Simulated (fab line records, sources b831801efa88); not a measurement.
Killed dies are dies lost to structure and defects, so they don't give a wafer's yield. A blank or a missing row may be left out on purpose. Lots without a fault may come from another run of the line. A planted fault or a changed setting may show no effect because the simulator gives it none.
Chamber matching | flow sky130 | SKY_CONTACT_ETCH_16 on rie_diel-02: 4 sister chambers
The step etches BARC in N2/H2, stops on SiO2, time 45.9 s, target depth 60 nm. 4 wafers are shown with their chamber, then 8 later ones without.

WAFERS WITH THEIR CHAMBER
wafer  | chamber | throttle_valve_pct (%)
L506.3 | 0       | 13.234
L509.3 | 2       | 13.232
L509.4 | 3       | 13.219
L507.5 | 1       | 13.226

WAFERS WITHOUT THEIR CHAMBER
wafer  | throttle_valve_pct (%)
L507.6 | 13.221
L520.2 | 13.219
L521.2 | 13.234
L521.3 | 13.213
L521.4 | 13.229
L523.1 | 13.227
L523.5 | 13.238
L523.6 | 13.208

WHICH CHAMBER EACH WENT THROUGH
wafer  | from the rows above               | in truth
L507.6 | can't be placed: 3 or 1 or 2      | 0
L520.2 | can't be placed: 3 or 1           | 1
L521.2 | can't be placed: 0 or 2 or 1      | 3
L521.3 | can't be placed: 3 or 1           | 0
L521.4 | can't be placed: 1 or 2 or 0 or 3 | 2
L523.1 | can't be placed: 1 or 2 or 0 or 3 | 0
L523.5 | can't be placed: 0 or 2 or 1      | 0
L523.6 | can't be placed: 3 or 1           | 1
Placed correctly: 0 of 8. Can't be placed from these rows: 8 (the true chamber is among the candidates in 5). Placed wrongly: 0.
How it was worked out, from the rows above alone: a wafer's distance from a chamber is the root of the sum, over the readings, of the square of ((its reading less the chamber's mean) divided by the reading's scatter). The wafer belongs to the nearest chamber; if the next one is less than 2 further off, it can't be placed. A chamber's mean is the mean of its shown wafers. The scatter: with one shown wafer a chamber, the root of the mean of the squares of how far each hidden wafer lies from its nearest shown one.
